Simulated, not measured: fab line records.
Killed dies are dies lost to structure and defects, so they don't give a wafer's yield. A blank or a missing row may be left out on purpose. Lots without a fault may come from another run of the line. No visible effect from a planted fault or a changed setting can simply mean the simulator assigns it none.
fab line records    flow sky130
record: lots: 13  wafers: 39  lastDay: 50
route steps=708 shown VT_ADJUST_LVTN@117 VT_ADJUST_HVTR@142 VT_ADJUST_PCH@150 SONOS_TUNNEL@157 PAD_OPEN@708
lots untouched by any fault: they come from a run of this same line in which no faults occurred
startH: start of the lot's first displayed wafer, in hours after the record's first day    waitH: time in hours since the lot's previous step    " repeats the value in the row above    L1.1+2: several wafers, shown together as one row    - no value present, or no start provided    * or withheld: withheld    < > ~ a bound
route shown NAME@n: NAME is a module with steps in the file, n the number in the route of the first one    usual: mean/standard deviation of fault-free wafers    same: alike in all rows    chamber/n: place in a boat    sites: readings site by site    _std_site: how widely they spread, as a standard deviation    _edge_site: mean of outer sites minus mean of inner sites    radiusMm: how far each site lies from the wafer's centre    mask NAME#n: copy n    behind: the last tool/chamber to shape the wafer    hold: reason for holding the lot/hours on hold/outcome of the hold    device: whichever transistor did not switch (one of n, p or np)    end of line: tests of these same wafers at the route's end    step lacking rows: just its recipe    killed: the dies lost at the first sort to structure and to defects; this is not the yield of the wafer    map: the dies of a wafer, with x for killed, . for not killed, _ for no die there
set.NAME: the setting the step ran with; set.NAME@STEP: the setting that earlier step ran with    model.NAME: the simulator's own value behind a step, which no gauge read
a sample of lots followed through the steps of the route, with each step as a table and each wafer as a row
services: from which hour (startH, from the record's first day; less than 0 if before it) a tool's chamber was out of use, for how many hours, and why
== steps ==
step: SKY_VT_ADJUST_LVTN_STRIP_20
recipe: chemistry: O2/N2  powerW: 1400  pressureMtorr: 1500  platenTempC: withheld  o2FlowSccm: 3000  n2FlowSccm: 300  overashFraction: 0.5
usual: drypumpMotorCurrentA: 6.0/0.65  oesProductAu: 0.716/0.0043  stripTimeToEndpointS: 14.17/0.035
lot.wafer  tool            chamber  startH  waitH  drypumpMotorCurrentA  oesProductAu  rfHoursCounterH  stripTimeToEndpointS
L767.1     plasmaAsher-03  1        172.78  0.1    6.6                   0.715         50               14.15
L767.4     "               1        "       "      6.6                   0.711         -                14.17
L767.6     "               0        "       "      6.1                   0.712         -                14.12
L769.1     plasmaAsher-01  1        188.60  0.1    4.9                   0.718         7                14.18
L769.2     "               0        "       "      6.5                   0.715         7                14.21
L769.6     "               0        "       "      6.5                   0.716         -                14.21
L771.3     plasmaAsher-01  1        201.37  0.1    4.9                   0.714         -                14.13
L771.4     "               0        "       "      6.5                   0.717         -                14.16
L771.5     "               1        "       "      4.9                   0.711         -                14.15
L772.3     plasmaAsher-04  1        204.92  0.1    5.5                   0.713         -                14.14
L772.4     "               0        "       "      5.3                   0.714         -                14.13
L772.5     "               0        "       "      5.3                   0.716         -                14.20
L774.2     plasmaAsher-03  1        220.28  0.1    6.6                   0.716         55               14.21
L774.5     "               1        "       "      6.6                   0.718         -                14.19
L774.6     "               0        "       "      6.0                   0.712         -                14.19
L776.2     plasmaAsher-01  1        232.00  0.1    5.0                   0.715         11               14.15
L776.4     "               0        "       "      6.5                   0.714         -                14.14
L776.6     "               0        "       "      6.6                   0.710         -                14.14
L779.2     plasmaAsher-01  0        252.48  0.1    6.5                   0.712         13               14.15
L779.4     "               0        "       "      6.5                   0.715         -                14.15
L779.5     "               1        "       "      5.0                   0.710         -                14.15
L778.1     plasmaAsher-01  1        253.43  0.1    4.9                   0.717         13               14.12
L778.3     "               0        "       "      6.5                   0.718         -                14.13
L778.5     "               1        "       "      4.9                   0.720         -                14.16
L780.2     plasmaAsher-03  1        261.78  0.1    6.7                   0.718         59               14.17
L780.4     "               0        "       "      6.0                   0.705         -                14.16
L780.6     "               1        "       "      6.6                   0.715         -                14.19
L784.2     plasmaAsher-03  1        289.88  0.1    6.6                   0.704         62               14.16
L784.3     "               1        "       "      6.6                   0.723         -                14.23
L784.6     "               1        "       "      6.6                   0.715         -                14.13
L785.2     plasmaAsher-01  1        297.25  0.1    4.9                   0.717         17               14.16
L785.3     "               1        "       "      5.0                   0.718         -                14.23
L785.5     "               0        "       "      6.5                   0.710         -                14.14
L787.2     plasmaAsher-01  0        314.63  0.1    6.6                   0.716         19               14.18
L787.3     "               0        "       "      6.5                   0.715         -                14.19
L787.5     "               0        "       "      6.5                   0.715         -                14.18
L788.2     plasmaAsher-03  0        319.73  0.1    6.0                   0.716         64               14.14
L788.4     "               0        "       "      6.0                   0.714         -                14.14
L788.5     "               0        "       "      6.1                   0.708         -                14.15
step: SKY_VT_ADJUST_HVTR_TW_MEAS_11
usual: VT_ADJUST_HVTR_TW: 210.4/2.3
lot.wafer  tool          chamber  startH  waitH  VT_ADJUST_HVTR_TW
L767.1     filmMetro-03  -        215.31  0.1    211.0
L767.4     "             -        "       "      209.8
L767.6     "             -        "       "      211.0
L769.1     filmMetro-03  -        232.25  0.1    212.2
L769.2     "             -        "       "      210.8
L769.6     "             -        "       "      210.5
L771.3     filmMetro-01  -        246.24  0.1    207.8
L771.4     "             -        "       "      209.0
L771.5     "             -        "       "      208.8
L772.3     filmMetro-01  -        250.82  0.1    208.6
L772.4     "             -        "       "      208.5
L772.5     "             -        "       "      208.6
L774.2     filmMetro-04  -        266.88  0.1    211.9
L774.5     "             -        "       "      212.4
L774.6     "             -        "       "      210.7
L776.2     filmMetro-03  -        279.73  0.1    212.6
L776.4     "             -        "       "      211.8
L776.6     "             -        "       "      211.7
L779.2     filmMetro-01  -        301.71  0.1    207.9
L779.4     "             -        "       "      206.8
L779.5     "             -        "       "      207.1
L778.1     filmMetro-04  -        302.85  0.1    212.7
L778.3     "             -        "       "      212.7
L778.5     "             -        "       "      213.9
L780.2     filmMetro-01  -        311.76  0.1    207.8
L780.4     "             -        "       "      207.6
L780.6     "             -        "       "      207.8
L784.2     filmMetro-04  -        343.26  0.1    213.7
L784.3     "             -        "       "      214.9
L784.6     "             -        "       "      212.3
L785.2     filmMetro-04  -        351.46  0.1    214.2
L785.3     "             -        "       "      214.3
L785.5     "             -        "       "      213.1
L787.2     filmMetro-04  -        370.06  0.1    213.2
L787.3     "             -        "       "      211.9
L787.5     "             -        "       "      212.4
L788.2     filmMetro-01  -        375.56  0.1    208.0
L788.4     "             -        "       "      207.8
L788.5     "             -        "       "      209.3
step: SKY_VT_ADJUST_PCH_OVL_MEAS_07
usual: VT_ADJUST_PCH_OVL: -0.5/1.4
lot.wafer  tool        chamber  startH  waitH  VT_ADJUST_PCH_OVL[nm]
L767.1     overlay-02  -        237.60  -      -0.3
L767.4     "           -        "       "      -1.5
L767.6     "           -        "       "      -0.3
L769.1     overlay-01  -        254.81  -      -1.4
L769.2     "           -        "       "      -2.6
L769.6     "           -        "       "      -1.6
L771.3     overlay-02  -        270.12  -      -0.6
L771.4     "           -        "       "      -0.8
L771.5     "           -        "       "      0.1
L772.3     overlay-01  -        274.92  -      4.2
L772.4     "           -        "       "      2.1
L772.5     "           -        "       "      1.1
L774.2     overlay-01  -        290.22  -      -0.3
L774.5     "           -        "       "      -2.5
L774.6     "           -        "       "      -0.9
L776.2     overlay-02  -        304.47  -      -1.9
L776.4     "           -        "       "      -1.0
L776.6     "           -        "       "      -0.8
L779.2     overlay-01  -        328.17  -      -0.4
L779.4     "           -        "       "      -1.2
L779.5     "           -        "       "      -1.7
L778.1     overlay-02  -        329.20  -      -1.0
L778.3     "           -        "       "      0.8
L778.5     "           -        "       "      -2.3
L780.2     overlay-01  -        338.60  -      -0.8
L780.4     "           -        "       "      -2.6
L780.6     "           -        "       "      -2.4
L784.2     overlay-01  -        370.90  -      -2.0
L784.3     "           -        "       "      -2.7
L784.6     "           -        "       "      -2.4
L785.2     overlay-02  -        380.67  -      1.2
L785.3     "           -        "       "      1.6
L785.5     "           -        "       "      1.1
L787.2     overlay-01  -        399.07  -      -2.6
L787.3     "           -        "       "      -3.0
L787.5     "           -        "       "      -2.3
L788.2     overlay-01  -        405.25  -      1.3
L788.4     "           -        "       "      0.5
L788.5     "           -        "       "      -1.0
step: SKY_SONOS_TUNNEL_SOFTBAKE_03
recipe: tempC: 90  timeS: 60  resist: NOVOLAK
usual: heaterPowerTotalW: 56.60/0.04  runLengthS: 89.17/0.12
lot.wafer  tool           chamber  startH  waitH  heaterPowerTotalW  runLengthS
L767.1     lithoTrack-02  0        249.31  0.1    56.62              89.14
L767.4     "              0        "       "      56.62              89.02
L767.6     "              0        "       "      56.65              89.26
L769.1     lithoTrack-01  0        266.54  0.1    56.60              89.42
L769.2     "              0        "       "      56.61              89.23
L769.6     "              0        "       "      56.60              89.10
L771.3     lithoTrack-02  0        281.81  0.1    56.67              89.14
L771.4     "              0        "       "      56.64              89.38
L771.5     "              0        "       "      56.65              89.11
L772.3     lithoTrack-01  0        286.89  0.1    56.61              89.12
L772.4     "              0        "       "      56.60              89.22
L772.5     "              0        "       "      56.59              89.12
L774.2     lithoTrack-01  0        303.32  0.1    56.58              89.13
L774.5     "              0        "       "      56.58              89.04
L774.6     "              0        "       "      56.57              89.07
L776.2     lithoTrack-02  0        317.74  0.1    56.64              89.18
L776.4     "              0        "       "      56.65              89.18
L776.6     "              0        "       "      56.60              89.31
L779.2     lithoTrack-02  0        341.59  0.1    56.53              94.67
L779.4     "              0        "       "      56.57              89.10
L779.5     "              0        "       "      56.60              94.67
L778.1     lithoTrack-02  0        342.81  0.1    56.56              89.25
L778.3     "              0        "       "      56.62              94.97
L778.5     "              0        "       "      56.66              94.73
L780.2     lithoTrack-04  0        352.72  0.1    56.65              89.09
L780.4     "              0        "       "      56.67              89.31
L780.6     "              0        "       "      56.59              89.20
L784.2     lithoTrack-04  0        385.87  0.1    56.63              89.13
L784.3     "              0        "       "      56.62              89.09
L784.6     "              0        "       "      56.57              89.16
L785.2     lithoTrack-04  0        395.77  0.1    56.55              89.10
L785.3     "              0        "       "      56.61              89.40
L785.5     "              0        "       "      56.58              89.07
L787.2     lithoTrack-02  0        414.09  0.1    56.64              89.04
L787.3     "              0        "       "      56.61              89.24
L787.5     "              0        "       "      56.57              89.00
L788.2     lithoTrack-04  0        420.52  0.1    56.56              89.17
L788.4     "              0        "       "      56.61              89.21
L788.5     "              0        "       "      56.53              89.31
step: SKY_PAD_OPEN_PROBE_99
usual: killed_at_M0_to_M3: 45/7.3  killed_at_M4_up: 3.1/1.7  killedAtContacts: 25/5.1  killedAtFrontEnd: 15/4.5  killedAtOther: 0.3/0.56  killedDies: 88/9.4  killedOnRim: 17/4.3  killedOpen: 47/6.6  killedShort: 40/6.9
same: grossDies: 492  killedAtBackSide: 0
lot.wafer  tool       chamber  startH   waitH  killed_at_M0_to_M3  killed_at_M4_up  killedAtContacts  killedAtFrontEnd  killedAtOther  killedDies  killedOnRim  killedOpen  killedShort
L767.1     prober-02  -        1080.25  0.1    52                  5                28                9                 1              95          15           50          44
L767.4     prober-02  -        1080.40  0.2    55                  1                19                13                1              89          13           44          45
L767.6     prober-02  -        1080.50  0.2    39                  1                22                11                0              73          15           43          28
L769.1     prober-02  -        1095.02  0.1    50                  1                24                14                0              89          22           49          40
L769.2     prober-02  -        1095.07  0.1    55                  2                27                14                0              98          18           46          52
L769.6     prober-02  -        1095.27  0.2    55                  3                26                12                0              96          13           48          48
L771.3     prober-02  -        1109.81  0.2    45                  5                28                13                0              91          20           52          39
L771.4     prober-02  -        1109.86  0.2    43                  6                25                6                 0              80          14           46          34
L771.5     prober-02  -        1109.91  0.2    61                  7                20                16                0              104         15           50          54
L772.3     prober-01  -        1116.96  0.2    40                  4                24                13                0              81          12           39          42
L772.4     prober-01  -        1117.01  0.2    40                  6                27                11                0              84          19           44          40
L772.5     prober-01  -        1117.06  0.2    32                  2                36                12                1              83          21           53          29
L774.2     prober-02  -        1124.76  0.1    35                  3                25                23                0              86          12           40          46
L774.5     prober-02  -        1124.91  0.2    47                  4                25                10                1              87          17           49          37
L774.6     prober-02  -        1124.96  0.2    50                  0                38                11                1              100         23           60          39
L776.2     prober-02  -        1138.67  0.1    41                  3                34                11                0              89          15           50          39
L776.4     prober-02  -        1138.77  0.2    40                  2                30                13                0              85          13           49          36
L776.6     prober-02  -        1138.87  0.2    29                  2                20                15                1              67          17           28          39
L779.2     prober-02  -        1157.62  0.1    58                  5                25                10                0              98          19           51          47
L779.4     prober-02  -        1157.72  0.2    51                  2                13                7                 2              75          14           32          41
L779.5     prober-02  -        1157.77  0.2    44                  5                23                9                 0              81          25           50          31
L778.1     prober-01  -        1157.85  0.1    50                  2                21                17                0              90          19           55          35
L778.3     prober-01  -        1157.95  0.2    31                  5                19                20                0              75          19           49          26
L778.5     prober-01  -        1158.05  0.2    51                  1                20                15                0              87          10           52          35
L780.2     prober-02  -        1163.66  0.1    35                  3                21                15                0              74          13           40          34
L780.4     prober-02  -        1163.76  0.2    46                  3                19                18                0              86          18           41          45
L780.6     prober-02  -        1163.86  0.2    53                  2                32                9                 0              96          16           43          53
L784.2     prober-02  -        1181.22  0.1    46                  7                25                16                0              94          18           52          42
L784.3     prober-02  -        1181.27  0.2    49                  2                21                20                0              92          18           49          43
L784.6     prober-02  -        1181.42  0.2    39                  1                20                11                1              72          14           44          28
L785.2     prober-01  -        1187.15  0.1    39                  3                25                9                 1              77          16           40          37
L785.3     prober-01  -        1187.20  0.2    51                  0                21                8                 1              81          8            47          32
L785.5     prober-01  -        1187.30  0.2    55                  3                25                12                1              96          20           51          44
L787.2     prober-01  -        1196.71  0.1    51                  3                21                23                1              99          17           46          51
L787.3     prober-01  -        1196.76  0.2    37                  2                21                23                1              84          16           45          38
L787.5     prober-01  -        1196.86  0.2    55                  4                18                14                0              91          18           51          40
L788.2     prober-02  -        1198.17  0.1    38                  2                12                11                0              63          9            37          26
L788.4     prober-02  -        1198.27  0.2    45                  6                25                8                 0              84          16           49          35
L788.5     prober-02  -        1198.32  0.2    50                  2                30                20                0              102         17           56          46
killed by level:class
L767.1 VIA1:geometricParticle:open=9 LI_CONTACT:geometricParticle:open=8 CONTACT:geometricParticle:open=8 METAL2:geometricParticle:short=8 VIA3:geometricParticle:open=6 VIA1:geometricParticle:short=5 VIA2:geometricParticle:open=5 LOCAL_INTERCONNECT:geometricParticle:open=4
L767.4 VIA1:geometricParticle:open=16 METAL2:geometricParticle:short=7 VIA1:geometricParticle:short=6 VIA3:geometricParticle:open=6 CONTACT:geometricParticle:open=6 FIELD_ISO:geometricParticle:short=5 LOCAL_INTERCONNECT:geometricParticle:short=5 VIA2:geometricParticle:open=5
L767.6 VIA1:geometricParticle:open=15 CONTACT:geometricParticle:open=8 LOCAL_INTERCONNECT:geometricParticle:short=5 LI_CONTACT:geometricParticle:open=4 METAL2:geometricParticle:short=4 VIA2:geometricParticle:open=4 LI_CONTACT:geometricParticle:short=3 VIA1:geometricParticle:short=3
L769.1 LI_CONTACT:geometricParticle:open=14 METAL2:geometricParticle:short=11 VIA2:geometricParticle:open=8 VIA1:geometricParticle:short=8 VIA1:geometricParticle:open=7 VIA3:geometricParticle:open=6 CONTACT:geometricParticle:open=5 CONTACT:geometricParticle:short=4
L769.2 METAL2:geometricParticle:short=11 VIA3:geometricParticle:open=11 VIA1:geometricParticle:open=9 CONTACT:geometricParticle:short=6 LOCAL_INTERCONNECT:geometricParticle:short=5 CONTACT:geometricParticle:open=5 METAL1:geometricParticle:short=5 VIA3:geometricParticle:short=5
L769.6 METAL1:geometricParticle:short=11 VIA3:geometricParticle:open=10 CONTACT:geometricParticle:open=8 VIA1:geometricParticle:short=7 LI_CONTACT:geometricParticle:open=6 LI_CONTACT:geometricParticle:short=6 VIA2:geometricParticle:open=6 VIA1:geometricParticle:open=5
L771.3 LI_CONTACT:geometricParticle:open=11 VIA1:geometricParticle:open=9 CONTACT:geometricParticle:open=9 VIA3:geometricParticle:open=8 METAL1:geometricParticle:short=6 VIA2:geometricParticle:open=6 VIA2:geometricParticle:short=5 POLY_GATE:geometricParticle:short=4
L771.4 VIA1:geometricParticle:open=9 CONTACT:geometricParticle:open=8 LI_CONTACT:geometricParticle:open=6 VIA3:geometricParticle:open=6 METAL2:geometricParticle:short=6 VIA2:geometricParticle:open=6 LOCAL_INTERCONNECT:geometricParticle:short=4 CONTACT:geometricParticle:short=4
L771.5 METAL2:geometricParticle:short=14 VIA1:geometricParticle:open=11 METAL1:geometricParticle:short=9 VIA3:geometricParticle:open=9 METAL4:geometricParticle:short=6 LI_CONTACT:geometricParticle:open=6 CONTACT:geometricParticle:open=6 VIA1:geometricParticle:short=5
L772.3 VIA1:geometricParticle:open=10 CONTACT:geometricParticle:open=8 METAL1:geometricParticle:short=8 CONTACT:geometricParticle:short=7 VIA3:geometricParticle:open=7 SPACER:geometricParticle:short=4 LOCAL_INTERCONNECT:geometricParticle:short=4 METAL2:geometricParticle:short=4
L772.4 VIA1:geometricParticle:open=13 CONTACT:geometricParticle:open=9 LI_CONTACT:geometricParticle:open=8 POLY_GATE:geometricParticle:short=5 VIA3:geometricParticle:open=5 METAL4:geometricParticle:short=5 METAL1:geometricParticle:short=4 LOCAL_INTERCONNECT:geometricParticle:short=4
L772.5 LI_CONTACT:geometricParticle:open=15 CONTACT:geometricParticle:open=14 VIA3:geometricParticle:open=9 VIA1:geometricParticle:open=6 POLY_GATE:geometricParticle:open=5 POLY_GATE:geometricParticle:short=4 VIA3:geometricParticle:short=4 METAL2:geometricParticle:short=4
L774.2 FIELD_ISO:geometricParticle:open=8 CONTACT:geometricParticle:short=7 VIA3:geometricParticle:open=7 FIELD_ISO:geometricParticle:short=5 POLY_GATE:geometricParticle:short=5 LI_CONTACT:geometricParticle:open=5 LOCAL_INTERCONNECT:geometricParticle:short=5 METAL1:geometricParticle:short=5
L774.5 CONTACT:geometricParticle:open=12 VIA1:geometricParticle:open=10 VIA1:geometricParticle:short=8 LI_CONTACT:geometricParticle:open=7 VIA3:geometricParticle:open=6 VIA2:geometricParticle:open=5 METAL3:geometricParticle:short=4 VIA3:geometricParticle:short=4
L774.6 CONTACT:geometricParticle:open=19 VIA1:geometricParticle:open=14 METAL2:geometricParticle:short=7 VIA2:geometricParticle:open=7 LI_CONTACT:geometricParticle:open=5 CONTACT:geometricParticle:short=5 METAL1:geometricParticle:short=5 POLY_GATE:geometricParticle:open=4
L776.2 VIA1:geometricParticle:open=12 CONTACT:geometricParticle:open=12 CONTACT:geometricParticle:short=8 LI_CONTACT:geometricParticle:open=7 VIA2:geometricParticle:open=7 METAL2:geometricParticle:short=6 LOCAL_INTERCONNECT:geometricParticle:short=5 VIA1:geometricParticle:short=4
L776.4 CONTACT:geometricParticle:open=18 VIA1:geometricParticle:open=10 METAL1:geometricParticle:short=6 METAL2:geometricParticle:short=6 LI_CONTACT:geometricParticle:open=5 FIELD_ISO:geometricParticle:short=4 VIA1:geometricParticle:short=4 VIA3:geometricParticle:open=4
L776.6 POLY_GATE:geometricParticle:short=8 CONTACT:geometricParticle:open=7 VIA2:geometricParticle:open=7 LI_CONTACT:geometricParticle:short=4 LOCAL_INTERCONNECT:geometricParticle:short=4 METAL1:geometricParticle:short=4 METAL2:geometricParticle:short=4 FIELD_ISO:geometricParticle:open=3
L779.2 VIA2:geometricParticle:open=12 VIA1:geometricParticle:open=11 LOCAL_INTERCONNECT:geometricParticle:short=8 METAL1:geometricParticle:short=6 METAL2:geometricParticle:short=6 LI_CONTACT:geometricParticle:open=5 CONTACT:geometricParticle:open=5 VIA3:geometricParticle:short=5
L779.4 METAL1:geometricParticle:short=10 VIA2:geometricParticle:open=9 VIA1:geometricParticle:open=7 CONTACT:geometricParticle:short=6 METAL2:geometricParticle:short=5 VIA3:geometricParticle:open=5 VIA2:geometricParticle:short=5 CONTACT:geometricParticle:open=4
L779.5 CONTACT:geometricParticle:open=10 LI_CONTACT:geometricParticle:open=8 VIA1:geometricParticle:open=8 VIA2:geometricParticle:open=8 METAL1:geometricParticle:short=5 VIA1:geometricParticle:short=5 POLY_GATE:geometricParticle:open=4 METAL2:geometricParticle:short=4
L778.1 VIA1:geometricParticle:open=13 VIA1:geometricParticle:short=12 CONTACT:geometricParticle:open=7 VIA2:geometricParticle:open=7 VIA3:geometricParticle:open=7 POLY_GATE:geometricParticle:open=5 LI_CONTACT:geometricParticle:open=5 METAL1:geometricParticle:short=5
L778.3 VIA1:geometricParticle:open=12 LI_CONTACT:geometricParticle:open=9 FIELD_ISO:geometricParticle:short=5 VIA2:geometricParticle:open=5 CONTACT:geometricParticle:open=5 POLY_GATE:geometricParticle:open=4 POLY_GATE:geometricParticle:short=4 VIA3:geometricParticle:open=4
L778.5 VIA1:geometricParticle:open=12 CONTACT:geometricParticle:open=9 VIA3:geometricParticle:open=9 VIA2:geometricParticle:open=8 METAL2:geometricParticle:short=7 VIA1:geometricParticle:short=6 FIELD_ISO:geometricParticle:short=5 FIELD_ISO:geometricParticle:open=4
L780.2 LI_CONTACT:geometricParticle:open=8 VIA1:geometricParticle:open=7 VIA2:geometricParticle:open=7 CONTACT:geometricParticle:short=6 POLY_GATE:geometricParticle:open=5 POLY_GATE:geometricParticle:short=4 CONTACT:geometricParticle:open=4 METAL2:geometricParticle:short=4
L780.4 METAL1:geometricParticle:short=9 VIA1:geometricParticle:open=8 METAL2:geometricParticle:short=8 LI_CONTACT:geometricParticle:open=6 VIA1:geometricParticle:short=6 FIELD_ISO:geometricParticle:open=5 CONTACT:geometricParticle:open=5 POLY_GATE:geometricParticle:open=4
L780.6 METAL1:geometricParticle:short=16 CONTACT:geometricParticle:open=10 VIA1:geometricParticle:open=10 LI_CONTACT:geometricParticle:open=8 CONTACT:geometricParticle:short=5 METAL3:geometricParticle:short=5 LI_CONTACT:geometricParticle:short=5 METAL2:geometricParticle:short=5
L784.2 VIA1:geometricParticle:open=10 VIA3:geometricParticle:open=10 CONTACT:geometricParticle:open=9 CONTACT:geometricParticle:short=7 FIELD_ISO:geometricParticle:open=6 LI_CONTACT:geometricParticle:open=5 VIA1:geometricParticle:short=5 METAL2:geometricParticle:short=5
L784.3 VIA1:geometricParticle:open=10 VIA2:geometricParticle:open=9 METAL2:geometricParticle:short=8 LI_CONTACT:geometricParticle:open=7 VIA3:geometricParticle:open=6 CONTACT:geometricParticle:open=6 FIELD_ISO:geometricParticle:open=5 FIELD_ISO:geometricParticle:short=5
L784.6 VIA1:geometricParticle:open=11 CONTACT:geometricParticle:open=8 VIA3:geometricParticle:open=7 VIA2:geometricParticle:open=7 CONTACT:geometricParticle:short=6 POLY_GATE:geometricParticle:short=4 VIA3:geometricParticle:short=4 FIELD_ISO:geometricParticle:open=3
L785.2 VIA1:geometricParticle:open=11 CONTACT:geometricParticle:open=8 LI_CONTACT:geometricParticle:open=6 METAL1:geometricParticle:short=6 METAL2:geometricParticle:short=5 FIELD_ISO:geometricParticle:open=4 CONTACT:geometricParticle:short=4 VIA2:geometricParticle:open=4
L785.3 VIA1:geometricParticle:open=9 LI_CONTACT:geometricParticle:open=9 VIA2:geometricParticle:open=8 CONTACT:geometricParticle:open=6 METAL2:geometricParticle:short=6 VIA1:geometricParticle:short=5 VIA3:geometricParticle:open=5 METAL3:geometricParticle:short=5
L785.5 VIA3:geometricParticle:open=11 CONTACT:geometricParticle:open=10 VIA2:geometricParticle:open=10 VIA1:geometricParticle:short=7 METAL1:geometricParticle:short=7 LI_CONTACT:geometricParticle:open=6 VIA1:geometricParticle:open=6 METAL2:geometricParticle:short=6
L787.2 VIA1:geometricParticle:open=11 VIA2:geometricParticle:open=8 METAL2:geometricParticle:short=8 METAL1:geometricParticle:short=7 CONTACT:geometricParticle:open=6 SPACER:geometricParticle:short=6 VIA1:geometricParticle:short=6 FIELD_ISO:geometricParticle:open=5
L787.3 POLY_GATE:geometricParticle:open=8 LI_CONTACT:geometricParticle:open=8 VIA1:geometricParticle:open=7 VIA2:geometricParticle:open=7 CONTACT:geometricParticle:open=6 POLY_GATE:geometricParticle:short=5 METAL2:geometricParticle:short=5 VIA3:geometricParticle:short=5
L787.5 VIA1:geometricParticle:open=10 VIA3:geometricParticle:open=10 METAL2:geometricParticle:short=7 CONTACT:geometricParticle:open=6 LI_CONTACT:geometricParticle:open=6 VIA2:geometricParticle:open=6 VIA2:geometricParticle:short=5 FIELD_ISO:geometricParticle:short=4
L788.2 VIA1:geometricParticle:open=12 VIA2:geometricParticle:open=8 POLY_GATE:geometricParticle:open=6 VIA1:geometricParticle:short=5 CONTACT:geometricParticle:short=4 LI_CONTACT:geometricParticle:open=3 LOCAL_INTERCONNECT:geometricParticle:short=3 METAL3:geometricParticle:short=3
L788.4 LI_CONTACT:geometricParticle:open=10 VIA2:geometricParticle:open=9 VIA1:geometricParticle:open=8 CONTACT:geometricParticle:open=6 METAL1:geometricParticle:short=6 VIA3:geometricParticle:open=5 CONTACT:geometricParticle:short=4 METAL2:geometricParticle:short=4
L788.5 VIA1:geometricParticle:open=13 CONTACT:geometricParticle:open=12 VIA2:geometricParticle:open=11 LI_CONTACT:geometricParticle:open=9 METAL2:geometricParticle:short=9 POLY_GATE:geometricParticle:short=7 CONTACT:geometricParticle:short=5 FIELD_ISO:geometricParticle:short=4
== services ==
tool            chamber  startH  hours  kind
plasmaAsher-03  -        155.52  1.0    repair
plasmaAsher-03  -        187.46  2.8    pm
plasmaAsher-01  -        294.21  2.9    repair
plasmaAsher-03  -        313.73  1.2    repair
plasmaAsher-04  -        362.96  6.6    repair
plasmaAsher-03  -        370.19  6.8    repair
plasmaAsher-03  -        395.60  14.6   pm
== key ==
firstSign: step: SKY_SONOS_TUNNEL_SOFTBAKE_03  reading: runLengthS  direction: up  sigmas: 45  usual: *  struck: *
effect none on later readings
metAt SKY_SONOS_TUNNEL_SOFTBAKE_03
struckLots L778,L779
struckWafers L778.3,L778.5,L779.2,L779.5
testerLeftOut L778,L779
notActingAt SKY_VT_ADJUST_LVTN_STRIP_20,SKY_VT_ADJUST_HVTR_TW_MEAS_11,SKY_VT_ADJUST_PCH_OVL_MEAS_07
onsetBetween 317.74 341.59
fault: kind: processParameterDrift  tool: lithoTrack-02  chamber: -  onsetH: 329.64  steps: SKY_SONOS_TUNNEL_SOFTBAKE_03  channel: timeS  offset: *  shape: step  endH: 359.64  scope: struckWafersOnly  actsIn: *  stated: *
testerLeftOut: of these lots the tester's yield and bins aren't shown, on N5 and GAA mostly nor the transistor test; their killed dies are dies lost to structure and defects alone, not to doping, threshold or leakage, so they don't give the yield
